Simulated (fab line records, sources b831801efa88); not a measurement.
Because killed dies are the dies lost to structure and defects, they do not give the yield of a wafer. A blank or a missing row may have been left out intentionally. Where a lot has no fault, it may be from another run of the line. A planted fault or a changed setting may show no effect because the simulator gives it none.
Struck lot and sound lot, side by side -- flow sky130 -- 43 steps out of a route of 708
Sound: wafers L202.1, L202.4, L202.6. Struck: wafers L209.1, L209.5, L209.6. Last of all comes the cause.
Per side, at each step with rows, come the tool, then ch with its chambers, and then its first start. Under that, the readings that differ: sound wafers -- struck wafers -- difference of the means -- sigmas: that difference in standard deviations of wafers without a fault.
alike: words and numbers the same on both sides, and readings whose means are apart by under 2 such deviations; not compared: readings that were withheld, readings missing a value for some wafer, numbers with overlapping values and no deviation given by the record, and bounds like >300 which may hide the same value.
A row with sigmas, a row that says differs or no value, or rows on one side alone: a step with any of these is where the two part. When numbers do not overlap yet have no deviation, they are printed without sigmas and do not part them. Lack of a reading on every wafer of one side parts them only where that side has two or more wafers.

first, 3 steps without rows for these wafers: SKY_CONTACT_EXPOSE_11 (exposes mask CTM1, target cd 170 nm); SKY_CONTACT_PEB_12; SKY_CONTACT_DEVELOP_13 (develop time 60 s).
SKY_CONTACT_CD_MEAS_14: the cd target is 170 nm.
  sound: cd sem-01 at day 32 20:01; struck: cd sem-02 at day 35 05:57
  alike: cd nm
SKY_CONTACT_OVL_MEAS_15:
  sound: overlay-01 at day 32 20:08; struck: overlay-02 at day 35 06:04
  alike: CONTACT_OVL
SKY_CONTACT_ETCH_16: etches BARC in N2/H2, stops on SiO2, time 45.9 s, target depth 60 nm.
  sound on rie diel-02 ch 2,3, day 32 20:10; struck on rie diel-01 ch 0,1,2, day 35 06:06
  alike: drypump motor current A, oes product au, throttle valve pct
  not compared: rf hours counter h
then, 1 step without rows for these wafers: SKY_CONTACT_ETCH_17 (etches SiO2 in C4F8/O2/Ar, stops on Si3N4, target depth 340 nm).
SKY_CONTACT_ETCH_18: etches Si3N4 in CHF3/O2, stops on TiN, time 39 s, target depth 75 nm.
  sound on rie diel-02 ch 2,3; struck on rie diel-01 ch 0,1,2
  alike: chf3 flow sccm, drypump motor current A, oes product au, throttle valve pct
  not compared: rf hours counter h
then, 4 steps without rows for these wafers: SKY_CONTACT_STRIP_19 (strips in O2/N2); SKY_CONTACT_STRIP_20 (strips in post etch residue remover, time 1200 s); SKY_CONTACT_CLEAN_21 (cleans in IPA, time 180 s); SKY_CONTACT_CLEAN_22 (cleans in O3/DIW).
SKY_CONTACT_SPUTTER_23: material TiN, target thk 20 nm, time 80 s.
  sound: pvd sputter-02 at day 32 20:54; struck: pvd sputter-01 at day 35 06:50
reading,sound,struck,difference,sigmas
throttle valve pct (%),30.1 30.6 31.7,27.8 29.1 27.3,-2.7,-2
SKY_CONTACT_CVD_24: deposits W, target thk 340 nm, time 102.12 s.
  sound on cvd w-02 ch 0, day 32 20:58; struck on cvd w-01 ch 0,1, day 35 06:53
  alike: heater power w
SKY_CONTACT_RS_MEAS_25: uses a four-point probe to measure.
  sound: film metro-03 at day 32 21:04; struck: film metro-03 at day 35 07:00
  alike: CONTACT_W_RS
SKY_CONTACT_THK_MEAS_26: measures by xrf.
  sound: film metro-03 at day 32 21:11; struck: film metro-03 at day 35 07:07
  alike: CONTACT_W_THK
SKY_CONTACT_CMP_27: polishes, stops on SiO2, t overpolish 15 s, target thk 0 nm.
  sound on cmp-01 ch 0,1,3, day 32 21:21; struck on cmp-02 ch 0,2,3, day 35 07:20
  alike: head pressure psi, motor current A, overpolish run s, time to endpoint s
then, 5 steps without rows for these wafers: SKY_METAL1_SPUTTER_00 (material Ti, target thk 15 nm, time 10 s); SKY_METAL1_SPUTTER_01 (material TiN, target thk 20 nm, time 16.7 s); SKY_METAL1_SPUTTER_02 (material AlCu, target thk 250 nm, time 13.3 s); SKY_METAL1_SPUTTER_03 (material Ti, target thk 5 nm, time 3.3 s); SKY_METAL1_SPUTTER_04 (material TiN, target thk 70 nm, time 58.3 s).
SKY_METAL1_RS_MEAS_05: uses a four-point probe to measure.
  sound: film metro-03 at day 32 21:41; struck: film metro-04 at day 35 07:37
  alike: METAL1_ALCU_RS
SKY_METAL1_THK_MEAS_06: measures by xrf.
  sound: film metro-03 at day 32 21:49; struck: film metro-04 at day 35 07:44
  alike: METAL1_ALCU_THK
then, 8 steps without rows for these wafers: SKY_METAL1_DEHYDRATE_07 (time 60 s); SKY_METAL1_HMDS_08 (prime time 60 s); SKY_METAL1_COAT_09 (resist thk 60 nm); SKY_METAL1_COAT_10 (resist thk 450 nm); SKY_METAL1_SOFTBAKE_11 (time 90 s); SKY_METAL1_EXPOSE_12 (exposes mask MM1, target cd 140 nm); SKY_METAL1_PEB_13; SKY_METAL1_DEVELOP_14 (develop time 60 s).
SKY_METAL1_CD_MEAS_15: the cd target is 140 nm.
  sound: cd sem-01 at day 34 01:02; struck: cd sem-02 at day 36 10:12
  alike: cd nm
SKY_METAL1_OVL_MEAS_16:
  sound: overlay-02 at day 34 01:09; struck: overlay-01 at day 36 10:19
  alike: METAL1_OVL
then, 1 step without rows for these wafers: SKY_METAL1_DESCUM_17 (chemistry O2, time 8 s).
SKY_METAL1_ETCH_18: etches BARC in N2/H2, stops on SiO2, time 45.9 s, target depth 60 nm.
  sound on rie metal-04 ch 0,1, day 34 01:13; struck on rie metal-04 ch 0,1, day 36 10:23
  alike: drypump motor current A, oes product au, throttle valve pct
  not compared: rf hours counter h
then, 6 steps without rows for these wafers: SKY_METAL1_METAL_ETCH_19 (etches the open film in Cl2/BCl3, stops on SiO2, target depth 360 nm, time 78 s); SKY_METAL1_STRIP_20 (strips in O2/N2); SKY_METAL1_STRIP_21 (strips in post etch residue remover, time 1200 s); SKY_METAL1_CLEAN_22 (cleans in IPA, time 180 s); SKY_METAL1_CLEAN_23 (cleans in O3/DIW); SKY_VIA1_HDPCVD_00 (deposits SiO2, target thk 1030 nm, time 171.7 s).
-- the record jumps here: 14 days lie between the struck wafers' starts before and after (it left off in module VIA1 and takes up again in module PAD_OPEN, whose first step shown is number 708 of the route) --
SKY_PAD_OPEN_PROBE_99:
  record: rows for the struck wafers here (prober-01, day 50 00:34), none for the sound ones

WHERE THEY PART
Earliest at SKY_CONTACT_SPUTTER_23; latest, in this record, at SKY_PAD_OPEN_PROBE_99.

WHY: what the simulator had put in
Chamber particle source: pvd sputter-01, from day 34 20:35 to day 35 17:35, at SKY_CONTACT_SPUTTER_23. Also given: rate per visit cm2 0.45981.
